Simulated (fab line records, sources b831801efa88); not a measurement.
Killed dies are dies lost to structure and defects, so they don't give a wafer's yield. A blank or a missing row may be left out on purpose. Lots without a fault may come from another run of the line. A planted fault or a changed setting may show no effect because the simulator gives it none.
A struck lot beside a sound one | flow sky130 | 36 steps out of a route of 708
Sound: wafers L913.1, L913.4, L913.6. Struck: wafers L925.3, L925.4, L925.6. The cause comes at the end.
At each step with rows: each side's tool, then ch and its chambers, then its first start. Under that, the readings that differ: sound wafers | struck wafers | difference of the means | sigmas: that difference in standard deviations of wafers without a fault.
alike: readings whose means differ by less than 2 such deviations, and words and numbers that are the same on both sides. not compared: withheld readings, readings that some wafer has no value for, bounds like >300 that may hide the same value, and numbers for which the record gives no deviation and whose values overlap.
The two part at a step that has a row with sigmas, a row that says differs or no value, or rows on one side only. Numbers that don't overlap but have no deviation are shown without sigmas and don't part them. A reading that every wafer of one side lacks parts them only if that side has two wafers or more.

first, 8 steps without rows for these wafers: SKY_SONOS_ONO_CVD_04 (deposits SiO2 from SiH4/N2O, target thk 5.7199 nm); SKY_SONOS_ONO_DEHYDRATE_06 (time 60 s); SKY_SONOS_ONO_HMDS_07 (prime time 60 s); SKY_SONOS_ONO_COAT_08 (resist thk 1140 nm); SKY_SONOS_ONO_SOFTBAKE_09 (time 60 s); SKY_SONOS_ONO_EXPOSE_10 (exposes mask ONOM, target cd 410 nm); SKY_SONOS_ONO_PEB_11; SKY_SONOS_ONO_DEVELOP_12 (develop time 60 s).
SKY_SONOS_ONO_ETCH_15: etches the open film in CHF3/O2, target depth 19.52 nm, time 7.8 s.
  sound on rie_diel-01 ch 0,3, day 13 00:40; struck on rie_diel-04 ch 1,2, day 17 01:38
  no value came back on the struck wafers for any of 5 readings (O2_flow_sccm (sccm), bias_w (W) and others); on the sound wafers O2_flow_sccm (sccm) reads 4.987 4.994 5.013
  reading                                        | sound             | struck            | difference | sigmas
  model.NOVOLAK_of_SONOS_ONO_COAT_08.thk_nm (nm) | 1121 1120 1119    | 1143 1139 1143    | +22        |
  model.SiO2_of_FIELD_ISO_CVD_24.thk_nm (nm)     | 397.3 397.9 398.2 | 402.7 402.4 402.6 | +4.8       |
  model.SiO2_of_NWELL_OXIDATION_01.thk_nm (nm)   | 5.418 5.318 5.341 | 9.058 9.08 9.123  | +3.728     |
  not compared: rf_hours_counter_h
then, 25 steps without rows for these wafers: SKY_SONOS_ONO_WET_ETCH_16 (etches SiO2 in dHF, target depth 14 nm, time 280 s); SKY_SONOS_ONO_STRIP_17 (strips in O2/N2); SKY_SONOS_ONO_WET_ETCH_18 (etches Si3N4 in H3PO4, target depth 15 nm, time 172 s); SKY_GATE_OXIDE_CLEAN_00 (cleans in SC1/SC2, time 150 s); SKY_GATE_OXIDE_OXIDATION_01 (stabilise 600 s, purge 300 s, target thk 10.268 nm); SKY_GATE_OXIDE_DEHYDRATE_03 (time 60 s); SKY_GATE_OXIDE_HMDS_04 (prime time 60 s); SKY_GATE_OXIDE_COAT_05 (resist thk 1140 nm); SKY_GATE_OXIDE_SOFTBAKE_06 (time 60 s); SKY_GATE_OXIDE_EXPOSE_07 (exposes mask LVOM, target cd 600 nm); SKY_GATE_OXIDE_PEB_08; SKY_GATE_OXIDE_DEVELOP_09 (develop time 60 s); SKY_GATE_OXIDE_IMPLANT_11; SKY_GATE_OXIDE_WET_ETCH_12 (etches SiO2 in dHF, target depth 16.8 nm, time 336 s); SKY_GATE_OXIDE_STRIP_13 (strips in O2/N2); SKY_GATE_OXIDE_CLEAN_15 (cleans in SC1/SC2, time 150 s); SKY_GATE_OXIDE_OXIDATION_16 (stabilise 600 s, purge 300 s, target thk 3.57 nm); SKY_POLY_GATE_CVD_00 (deposits poly-Si, target thk 180 nm, time 720 s); SKY_RES_PROTECT_DEHYDRATE_00 (time 60 s); SKY_RES_PROTECT_HMDS_01 (prime time 60 s); SKY_RES_PROTECT_COAT_02 (resist thk 1140 nm); SKY_RES_PROTECT_SOFTBAKE_03 (time 60 s); SKY_RES_PROTECT_EXPOSE_04 (exposes mask RPM, target cd 1270 nm); SKY_RES_PROTECT_PEB_05; SKY_RES_PROTECT_DEVELOP_06 (develop time 60 s).
-- the record jumps here: 15 days lie between the struck wafers' starts before and after (it left off in module RES_PROTECT and takes up again in module SALICIDE, whose first step shown is number 361 of the route) --
SKY_SALICIDE_CLEAN_00: cleans in HF-last, time 30 s.
  sound on wet_bench-01 ch 2, day 28 09:58; struck on wet_bench-01 ch 1, day 32 10:49
  reading                                    | sound             | struck            | difference | sigmas
  model.SiO2_of_FIELD_ISO_CVD_24.thk_nm (nm) | 356.4 356.9 357.2 | 362.3 362.1 362.2 | +5.4       |
-- the record jumps here: 17 days lie between the struck wafers' starts before and after (it left off in module SALICIDE and takes up again in module PAD_OPEN, whose first step shown is number 708 of the route) --
SKY_PAD_OPEN_PROBE_99:
  sound on prober-02, day 46 02:47; struck on prober-01, day 48 23:02
  reading                                | sound                         | struck                        | difference | sigmas
  model.etest.nfet_16v.r_on_ohm_um       | 1.397e+04 1.408e+04 1.405e+04 | 1.795e+04 1.785e+04 1.788e+04 | +3.860e+03 |
  model.etest.pfet_16v.r_on_ohm_um       | 1.506e+04 1.519e+04 1.505e+04 | 1.612e+04 1.629e+04 1.62e+04  | +1.103e+03 |
  model.etest.pfet_g5v0d10v5.r_on_ohm_um | 4666 4663 4684                | 5444 5470 5535                | +812       |
  model.etest.nfet_g5v0d10v5.r_on_ohm_um | 1863 1855 1863                | 2485 2472 2510                | +629       |
  model.etest.nfet_g5v0d10v5.drive_ua_um | 608.9 615.6 608.8             | 394.2 393.4 390.3             | -218.5     |
  model.etest.tip_sonos.rs_ohm_sq        | 2639 2618 2630                | 2904 2837 2862                | +239       |
  model.etest.nfet_05v0_nvt.drive_ua_um  | 586.5 586.1 577.3             | 420.1 420.9 416.2             | -164.2     |
  model.etest.nfet_16v.drive_ua_um       | 223.6 223.1 222.3             | 130.3 130.9 130.3             | -92.5      |
  alike: killed_at_M0_to_M3, killed_at_M4_up, killed_at_contacts, killed_at_front_end, killed_at_other, killed_dies, killed_on_rim, killed_open, killed_short

WHERE THEY PART
Only at SKY_SONOS_ONO_ETCH_15, within this record. Later steps at which nothing parts them and some readings are alike: SKY_PAD_OPEN_PROBE_99.

WHY: what the simulator had put in
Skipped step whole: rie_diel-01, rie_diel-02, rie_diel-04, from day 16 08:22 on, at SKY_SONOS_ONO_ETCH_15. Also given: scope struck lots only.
